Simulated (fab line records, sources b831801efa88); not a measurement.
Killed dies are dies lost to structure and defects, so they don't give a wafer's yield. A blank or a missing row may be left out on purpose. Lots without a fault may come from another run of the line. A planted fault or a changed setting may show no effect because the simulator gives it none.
Which tool did it? | flow sky130 | 15 lots, 45 wafers sampled, at 4 steps of a route of 708

WHAT THE GAUGES READ, wafer by wafer
SKY_VIA1_CD_MEAS_12: target cd 150 nm. Usual: cd_nm 149.5 nm, standard deviation 1.8.
lot  | measured     | on        | cd_nm (nm)        | flag
L573 | day 33 21:07 | cd_sem-02 | 152.0 151.1 152.2 |
L574 | day 33 22:59 | cd_sem-01 | 149.5 149.2 149.4 |
L575 | day 34 01:19 | cd_sem-01 | 149.2 149.2 149.9 |
L576 | day 34 23:35 | cd_sem-02 | 149.8 148.1 149.5 |
L581 | day 38 03:34 | cd_sem-01 | 148.1 149.2 149.4 |
L583 | day 38 04:59 | cd_sem-02 | 151.3 151.8 151.6 |
L580 | day 38 07:46 | cd_sem-01 | 148.2 149.4 148.7 |
L584 | day 38 08:08 | cd_sem-02 | 149.2 149.7 147.5 |
L582 | day 38 08:48 | cd_sem-01 | 147.9 148.5 146.7 |
L585 | day 38 09:05 | cd_sem-01 | 152.1 153.0 153.7 |
L587 | day 38 09:26 | cd_sem-02 | 150.4 152.4 150.2 |
L588 | day 38 09:55 | cd_sem-02 | 146.7 148.3 144.5 |
L590 | day 39 01:49 | cd_sem-02 | 152.7 153.8 152.7 |
L594 | day 40 00:48 | cd_sem-01 | 150.9 149.7 150.4 |
L595 | day 41 12:53 | cd_sem-01 | 146.2 148.6 146.8 |

SKY_METAL2_OVL_MEAS_16. Usual: METAL2_OVL 1 nm, standard deviation 5.2.
lot  | measured     | on         | METAL2_OVL (nm) | flag
L573 | day 35 00:47 | overlay-02 | 0 9 2           |
L574 | day 35 03:10 | overlay-01 | 0 0 3           |
L575 | day 35 05:49 | overlay-02 | 1 7 -2          |
L576 | day 36 02:55 | overlay-01 | 4 15 -3         |
L581 | day 39 07:05 | overlay-01 | -3 -7 -8        |
L583 | day 39 08:59 | overlay-01 | 4 3 3           |
L580 | day 39 10:38 | overlay-02 | 6 -1 2          |
L584 | day 39 10:59 | overlay-02 | -2 4 -1         |
L582 | day 39 12:07 | overlay-02 | 6 -11 -4        |
L585 | day 39 12:38 | overlay-01 | -4 4 5          |
L587 | day 39 13:04 | overlay-01 | -7 -1 5         |
L588 | day 39 13:25 | overlay-01 | -4 11 6         |
L590 | day 40 04:29 | overlay-02 | 1 -9 4          |
L594 | day 41 01:43 | overlay-01 | -5 -4 -2        |
L595 | day 42 13:56 | overlay-01 | 2 4 5           |

SKY_VIA2_OVL_MEAS_13. Usual: VIA2_OVL -1 nm, standard deviation 6.3.
lot  | measured     | on         | VIA2_OVL (nm) | flag
L573 | day 36 04:08 | overlay-02 | 14 7 18       |
L574 | day 36 06:20 | overlay-01 | -4 -5 -6      |
L575 | day 36 08:37 | overlay-02 | -5 -3 -5      |
L576 | day 37 06:25 | overlay-02 | -14 4 -2      |
L581 | day 40 09:52 | overlay-01 | -10 8 -1      |
L583 | day 40 11:26 | overlay-02 | -2 -4 -1      |
L580 | day 40 12:56 | overlay-01 | 0 -2 -3       |
L584 | day 40 13:48 | overlay-01 | 7 2 -11       |
L582 | day 40 14:26 | overlay-01 | -5 -13 -6     |
L590 | day 41 05:44 | overlay-02 | -4 -3 -4      |
L594 | day 42 03:08 | overlay-01 | 4 7 8         |
L595 | day 43 14:53 | overlay-01 | 4 2 2         |

WHICH TOOL RAN EACH LOT (tool, then ch and the chambers of the sampled wafers, then the start)
lot  | SKY_VIA2_HDPCVD_00
L573 | hdpcvd-02 ch 1,2, day 35 01:38
L574 | hdpcvd-01 ch 0,1,2, day 35 04:01
L575 | hdpcvd-01 ch 0,2, day 35 06:37
L576 | hdpcvd-01 ch 0,1,2, day 36 03:43
L581 | hdpcvd-01 ch 1,2, day 39 07:54
L583 | hdpcvd-02 ch 0,2, day 39 09:47
L580 | hdpcvd-02 ch 1,2, day 39 11:29
L584 | hdpcvd-01 ch 1,2, day 39 11:52
L582 | hdpcvd-02 ch 1,2, day 39 12:58
L585 | hdpcvd-02 ch 0,1,2, day 39 13:29
L587 | hdpcvd-02 ch 0,1, day 39 13:56
L588 | hdpcvd-01 ch 1,2, day 39 14:17
L590 | hdpcvd-02 ch 0,1, day 40 05:37
L594 | hdpcvd-01 ch 0,1,2, day 41 03:02
L595 | hdpcvd-01 ch 1,2, day 42 14:45
- SKY_VIA2_HDPCVD_00: deposits SiO2, target thk 1180 nm, time 196.7 s.

WHAT THE TOOLS THEMSELVES READ (means of the sampled wafers that have a number; where no wafer has one, the mark that the record gives instead)
SKY_VIA2_HDPCVD_00. Usual: pressure_mtorr 6.003 mTorr, standard deviation 0.011; run_length_s 224.6 s, standard deviation 0.55.
lot  | tool      | pressure_mtorr (mTorr) | run_length_s (s) | flag
L573 | hdpcvd-02 | 6.009                  | 224.8            |
L574 | hdpcvd-01 | 6.002                  | 224.3            |
L575 | hdpcvd-01 | 5.996                  | 224.4            |
L576 | hdpcvd-01 | 6.009                  | 224.3            |
L581 | hdpcvd-01 | 5.990                  | 224.5            |
L583 | hdpcvd-02 | 6.015                  | 224.5            |
L580 | hdpcvd-02 | 6.008                  | 225.0            |
L584 | hdpcvd-01 | 6.011                  | 224.6            |
L582 | hdpcvd-02 | 5.997                  | 225.0            |
L585 | hdpcvd-02 | -                      | -                | OFF
L587 | hdpcvd-02 | -                      | -                | OFF
L588 | hdpcvd-01 | -                      | -                | OFF
L590 | hdpcvd-02 | 6.002                  | 224.6            |
L594 | hdpcvd-01 | 5.989                  | 224.3            |
L595 | hdpcvd-01 | 5.997                  | 224.7            |

THE ANSWER, worked out from the rows above alone
Rule: a lot is off if the mean of its wafers that have a number lies more than 3 standard deviations from the usual mean. A lot without any number at a reading at which 4 lots or more have one is off too. The other lots that the step has rows for count as sound. The gauges are gone through in route order, then the tools' own readings, and for those a lot's mean is taken as printed above. The first step at which some lot is off is used, and at that step the reading that is off furthest; a lot without a number counts as furthest.
Off: L585, L587, L588, at SKY_VIA2_HDPCVD_00 (pressure_mtorr). Without a number there: L585, L587, L588.
A tool fits if, at that step or a process step before it, it ran every lot that is off, and no sound lot after the first of them. None of those tried fits.

WHAT THE SIMULATOR HAD PUT IN
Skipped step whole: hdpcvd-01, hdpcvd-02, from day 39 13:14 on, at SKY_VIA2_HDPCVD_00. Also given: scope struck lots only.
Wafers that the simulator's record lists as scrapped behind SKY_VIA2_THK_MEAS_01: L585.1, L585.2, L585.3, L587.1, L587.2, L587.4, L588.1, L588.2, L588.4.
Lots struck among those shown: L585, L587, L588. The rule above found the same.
